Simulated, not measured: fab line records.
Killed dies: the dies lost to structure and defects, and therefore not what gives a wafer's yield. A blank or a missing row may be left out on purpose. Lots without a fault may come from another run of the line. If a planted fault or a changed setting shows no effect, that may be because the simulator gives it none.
Struck lot and sound lot, side by side | flow sky130 | 17 steps out of a route of 708
Sound: wafers L944.1, L944.4, L944.5. Struck: wafers L961.1, L961.3, L961.6. Last of all comes the cause.
Each step with rows lists, per side, the tool, then ch with its chambers, then its first start. Under that, the readings that differ: sound wafers | struck wafers | difference of the means | sigmas: that difference in standard deviations of wafers without a fault.
alike: words and numbers the same on both sides, and readings whose means are apart by under 2 such deviations; not compared: readings that were withheld, readings missing a value for some wafer, numbers with overlapping values and no deviation given by the record, and bounds like >300 which may hide the same value.
The two part at a step that has a row with sigmas, a row that says differs or no value, or rows on one side only. When numbers do not overlap yet have no deviation, they are printed without sigmas and do not part them. A reading that every wafer of one side lacks parts them only if that side has two wafers or more.

first, 3 steps without rows for these wafers: SKY_LI_CONTACT_EXPOSE_09 (exposes mask LICM1, target cd 170 nm); SKY_LI_CONTACT_PEB_10; SKY_LI_CONTACT_DEVELOP_11 (develop time 60 s).
SKY_LI_CONTACT_CD_MEAS_12: the cd target is 170 nm.
  sound: cdSem-01 at day 29 19:28; struck: cdSem-02 at day 34 23:52
  alike: cdNm
SKY_LI_CONTACT_OVL_MEAS_13:
  sound: overlay-02 at day 29 19:35; struck: overlay-01 at day 34 23:59
  alike: LI_CONTACT_OVL
SKY_LI_CONTACT_ETCH_14: etches BARC in N2/H2, stops on SiO2, time 45.9 s, target depth 60 nm.
  sound on rieDiel-03 ch 0,2,3, day 29 19:37; struck on rieDiel-04 ch 0,2,3, day 35 00:02
  alike: drypumpMotorCurrentA, oesProductAu, throttleValvePct
  not compared: rfHoursCounterH
SKY_LI_CONTACT_ETCH_15: etches PSG in C4F8/O2/Ar, stops on Si, target depth 600 nm.
  sound on rieDiel-03 ch 0,2,3, day 29 19:40; struck on rieDiel-04 ch 0,2,3, day 35 00:04
  alike: oesProductAu
SKY_LI_CONTACT_STRIP_16: strips in O2/N2.
  sound on plasmaAsher-04 ch 0,1, day 29 19:45; struck on plasmaAsher-01 ch 1, day 35 00:09
  alike: drypumpMotorCurrentA, oesProductAu, stripTimeToEndpointS
  not compared: rfHoursCounterH
then, 2 steps without rows for these wafers: SKY_LI_CONTACT_CLEAN_17 (cleans in NMP, time 600 s); SKY_LI_CONTACT_PRE_CLEAN_18 (time 5.6 s).
SKY_LI_CONTACT_SPUTTER_19: material Ti, target thk 20 nm, time 106.37 s.
  sound: pvdSputter-01 at day 29 20:04; struck: pvdSputter-03 at day 35 00:28
  alike: throttleValvePct
SKY_LI_CONTACT_SPUTTER_20: material TiN, target thk 20 nm, time 80 s.
  sound: pvdSputter-01 at day 29 20:08; struck: pvdSputter-03 at day 35 00:32
  alike: throttleValvePct
SKY_LI_CONTACT_CVD_21: deposits W, target thk 400 nm, time 120.56 s.
  sound on cvdW-01 ch 0,1, day 29 20:12; struck on cvdW-02 ch 1, day 35 00:36
  no value came back on the struck wafers for chamberPressureTorr (Torr), heaterPowerOuterW (W), heaterPowerW (W); on the sound wafers chamberPressureTorr (Torr) reads 39.84 39.91 39.99
SKY_LI_CONTACT_RS_MEAS_22: a four-point-probe measurement.
  sound: filmMetro-03 at day 29 20:19; struck: filmMetro-01 at day 35 00:51
reading                  | sound                | struck               | difference | sigmas
LI_CONTACT_W_RS (ohm/sq) | 0.2857 0.2869 0.2863 | 25.231 25.076 25.137 | +24.862    | +99 or more
SKY_LI_CONTACT_THK_MEAS_23: measures by xrf.
  sound: filmMetro-03 at day 29 20:26; struck: filmMetro-01 at day 35 00:58
  not compared: LI_CONTACT_W_THK
SKY_LI_CONTACT_CMP_24: polishes, stops on PSG, t overpolish 20 s, target thk 0 nm.
  sound on cmp-01 ch 1,3, day 29 20:33; struck on cmp-01 ch 0,2,3, day 35 01:08
reading             | sound          | struck      | difference | sigmas
timeToEndpointS (s) | 98.4 98.0 99.8 | 2.6 4.2 4.5 | -95.0      | -32
  alike: motorCurrentA
-- the record jumps here: 15 days lie between the struck wafers' starts before and after (it left off in module LI_CONTACT and takes up again in module PAD_OPEN, whose first step shown is number 708 of the route) --
SKY_PAD_OPEN_PROBE_99:
  sound: prober-02 at day 46 12:32; struck: prober-01 at day 50 07:26
reading          | sound    | struck      | difference | sigmas
killedAtContacts | 27 29 17 | 428 422 442 | +406       | +73
killedDies       | 88 88 73 | 492 492 492 | +409       | +42
killedOnRim      | 20 21 19 | 96 96 96    | +76        | +20
  alike: killed_at_M0_to_M3, killed_at_M4_up, killedAtFrontEnd, killedAtOther, killedOpen, killedShort

== WHERE THEY PART ==
First at SKY_LI_CONTACT_CVD_21; last, within this record, at SKY_PAD_OPEN_PROBE_99.

WHY: the cause the simulator had injected
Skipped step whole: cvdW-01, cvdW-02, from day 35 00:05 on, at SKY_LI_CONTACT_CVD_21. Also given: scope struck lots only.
